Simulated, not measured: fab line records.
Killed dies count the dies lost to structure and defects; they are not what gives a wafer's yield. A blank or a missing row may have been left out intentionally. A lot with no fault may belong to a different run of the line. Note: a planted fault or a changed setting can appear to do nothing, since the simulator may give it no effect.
Split-lot study || flow gf180mcu || 5 lots, 23 wafers read, on a route of 602 steps

## THE SPLIT
At GF_M1_SPUTTER_01 (material TiN, target thk 30 nm, time 25 s), the setting time s was moved away from the recipe's 25 s on 10 of the 23 wafers read, by -11.4% to +9.7%. This setting was run at the recipe's value on the other wafers.

The reading is taken at the split's own step.

## THE READING
TiN_of_M1_SPUTTER_01.thk nm (the simulator's own value, which no gauge read), in nm, at GF_M1_SPUTTER_01 (material TiN, target thk 30 nm, time 25 s). No usual value for it is given in the file. Across the 13 wafers here that went through the recipe, the average is 29.85 nm and the standard deviation 0.43 nm.

{"wafer": "L076.3", "tool, chamber at the split": "pvd sputter-02, -", "time s as run, s": 25, "against the recipe": "recipe", "TiN_of_M1_SPUTTER_01.thk nm, nm": 29.8, "against lot-mates on the recipe": "-"}
{"wafer": "L076.4", "tool, chamber at the split": "pvd sputter-02, -", "time s as run, s": 25, "against the recipe": "recipe", "TiN_of_M1_SPUTTER_01.thk nm, nm": 29.2, "against lot-mates on the recipe": "-"}
{"wafer": "L076.6", "tool, chamber at the split": "pvd sputter-02, -", "time s as run, s": 25, "against the recipe": "recipe", "TiN_of_M1_SPUTTER_01.thk nm, nm": 29.11, "against lot-mates on the recipe": "-"}
{"wafer": "L078.1", "tool, chamber at the split": "pvd sputter-03, -", "time s as run, s": 27.42, "against the recipe": "+9.7%", "TiN_of_M1_SPUTTER_01.thk nm, nm": 32.4, "against lot-mates on the recipe": "+2.52"}
{"wafer": "L078.2", "tool, chamber at the split": "pvd sputter-03, -", "time s as run, s": 27.42, "against the recipe": "+9.7%", "TiN_of_M1_SPUTTER_01.thk nm, nm": 32.32, "against lot-mates on the recipe": "+2.45"}
{"wafer": "L078.4", "tool, chamber at the split": "pvd sputter-03, -", "time s as run, s": 25, "against the recipe": "recipe", "TiN_of_M1_SPUTTER_01.thk nm, nm": 30.03, "against lot-mates on the recipe": "-"}
{"wafer": "L078.5", "tool, chamber at the split": "pvd sputter-03, -", "time s as run, s": 25, "against the recipe": "recipe", "TiN_of_M1_SPUTTER_01.thk nm, nm": 29.72, "against lot-mates on the recipe": "-"}
{"wafer": "L078.6", "tool, chamber at the split": "pvd sputter-03, -", "time s as run, s": 27.42, "against the recipe": "+9.7%", "TiN_of_M1_SPUTTER_01.thk nm, nm": 33.12, "against lot-mates on the recipe": "+3.24"}
{"wafer": "L079.1", "tool, chamber at the split": "pvd sputter-01, -", "time s as run, s": 22.36, "against the recipe": "-10.6%", "TiN_of_M1_SPUTTER_01.thk nm, nm": 26.95, "against lot-mates on the recipe": -2.82}
{"wafer": "L079.2", "tool, chamber at the split": "pvd sputter-01, -", "time s as run, s": 25, "against the recipe": "recipe", "TiN_of_M1_SPUTTER_01.thk nm, nm": 29.65, "against lot-mates on the recipe": "-"}
{"wafer": "L079.3", "tool, chamber at the split": "pvd sputter-01, -", "time s as run, s": 25, "against the recipe": "recipe", "TiN_of_M1_SPUTTER_01.thk nm, nm": 29.6, "against lot-mates on the recipe": "-"}
{"wafer": "L079.4", "tool, chamber at the split": "pvd sputter-01, -", "time s as run, s": 22.36, "against the recipe": "-10.6%", "TiN_of_M1_SPUTTER_01.thk nm, nm": 26.8, "against lot-mates on the recipe": -2.97}
{"wafer": "L079.6", "tool, chamber at the split": "pvd sputter-01, -", "time s as run, s": 25, "against the recipe": "recipe", "TiN_of_M1_SPUTTER_01.thk nm, nm": 30.06, "against lot-mates on the recipe": "-"}
{"wafer": "L080.1", "tool, chamber at the split": "pvd sputter-03, -", "time s as run, s": 25, "against the recipe": "recipe", "TiN_of_M1_SPUTTER_01.thk nm, nm": 29.55, "against lot-mates on the recipe": "-"}
{"wafer": "L080.2", "tool, chamber at the split": "pvd sputter-03, -", "time s as run, s": 27.13, "against the recipe": "+8.5%", "TiN_of_M1_SPUTTER_01.thk nm, nm": 32.54, "against lot-mates on the recipe": "+2.75"}
{"wafer": "L080.4", "tool, chamber at the split": "pvd sputter-03, -", "time s as run, s": 25, "against the recipe": "recipe", "TiN_of_M1_SPUTTER_01.thk nm, nm": 30.03, "against lot-mates on the recipe": "-"}
{"wafer": "L080.5", "tool, chamber at the split": "pvd sputter-03, -", "time s as run, s": 27.13, "against the recipe": "+8.5%", "TiN_of_M1_SPUTTER_01.thk nm, nm": 32.24, "against lot-mates on the recipe": "+2.45"}
{"wafer": "L080.6", "tool, chamber at the split": "pvd sputter-03, -", "time s as run, s": 27.13, "against the recipe": "+8.5%", "TiN_of_M1_SPUTTER_01.thk nm, nm": 32.35, "against lot-mates on the recipe": "+2.56"}
{"wafer": "L083.1", "tool, chamber at the split": "pvd sputter-01, -", "time s as run, s": 25, "against the recipe": "recipe", "TiN_of_M1_SPUTTER_01.thk nm, nm": 30.75, "against lot-mates on the recipe": "-"}
{"wafer": "L083.2", "tool, chamber at the split": "pvd sputter-01, -", "time s as run, s": 22.16, "against the recipe": "-11.4%", "TiN_of_M1_SPUTTER_01.thk nm, nm": 26.5, "against lot-mates on the recipe": -3.91}
{"wafer": "L083.3", "tool, chamber at the split": "pvd sputter-01, -", "time s as run, s": 25, "against the recipe": "recipe", "TiN_of_M1_SPUTTER_01.thk nm, nm": 30.14, "against lot-mates on the recipe": "-"}
{"wafer": "L083.5", "tool, chamber at the split": "pvd sputter-01, -", "time s as run, s": 22.16, "against the recipe": "-11.4%", "TiN_of_M1_SPUTTER_01.thk nm, nm": 26.73, "against lot-mates on the recipe": -3.68}
{"wafer": "L083.6", "tool, chamber at the split": "pvd sputter-01, -", "time s as run, s": 25, "against the recipe": "recipe", "TiN_of_M1_SPUTTER_01.thk nm, nm": 30.35, "against lot-mates on the recipe": "-"}

FIT RESULTS
A straight line over all 23 wafers: TiN_of_M1_SPUTTER_01.thk nm changes by +0.287 nm for each +1% of time s; r = +0.98; the points scatter about the line by 0.37 nm.
The same after taking each lot's own level away (the mean of its wafers on the recipe; 23 wafers): +0.299 nm for each +1%; r = +0.99; scatter 0.29 nm.
The reading moves by 3.4 nm for the largest change in time s, on that fit.
The lots' own levels span 29.370 to 30.413 nm, that is 2.4 times the standard deviation above.
The two slopes agree, so the slope changes little with the lot-to-lot level.
Check: -3.32 nm against its lot-mates is what the line predicts for one of the wafers moved furthest among these (-11.4%) when that wafer is left out of the fit. It came out at -3.91 nm against them.

## THESE WAFERS: OTHER SPLITS
Before the reading, these wafers also passed through other splits. Each is held against what the fit with the lots' levels taken away leaves over:
{"other split on the same wafers": "GF_HV_LDD_CVD_56 time s", "wafers away from the commonest value": 15, "r with TiN_of_M1_SPUTTER_01.thk nm (lot level and that fit taken away)": -0.27}
{"other split on the same wafers": "GF_NSD_COAT_02 spin rpm", "wafers away from the commonest value": 8, "r with TiN_of_M1_SPUTTER_01.thk nm (lot level and that fit taken away)": "+0.15"}
{"other split on the same wafers": "GF_NSD_IMPLANT_09 energy kev", "wafers away from the commonest value": 8, "r with TiN_of_M1_SPUTTER_01.thk nm (lot level and that fit taken away)": -0.29}
{"other split on the same wafers": "GF_PSD_DEVELOP_06 develop time s", "wafers away from the commonest value": 10, "r with TiN_of_M1_SPUTTER_01.thk nm (lot level and that fit taken away)": "+0.25"}
{"other split on the same wafers": "GF_SAB_CVD_00 time s", "wafers away from the commonest value": 4, "r with TiN_of_M1_SPUTTER_01.thk nm (lot level and that fit taken away)": -0.30}
{"other split on the same wafers": "GF_SAB_DEVELOP_08 develop time s", "wafers away from the commonest value": 6, "r with TiN_of_M1_SPUTTER_01.thk nm (lot level and that fit taken away)": "+0.11"}
{"other split on the same wafers": "GF_CONTACT_CVD_00 sih4 flow sccm", "wafers away from the commonest value": 6, "r with TiN_of_M1_SPUTTER_01.thk nm (lot level and that fit taken away)": "+0.10"}
{"other split on the same wafers": "GF_CONTACT_ETCH_17 bias w", "wafers away from the commonest value": 10, "r with TiN_of_M1_SPUTTER_01.thk nm (lot level and that fit taken away)": "+0.37"}
{"other split on the same wafers": "GF_CONTACT_SPUTTER_23 power w", "wafers away from the commonest value": 6, "r with TiN_of_M1_SPUTTER_01.thk nm (lot level and that fit taken away)": -0.02}

## THE FILE'S OWN FIT
TiN_of_M1_SPUTTER_01.thk nm changes by +0.301 nm for each +1% of time s, r = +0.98.
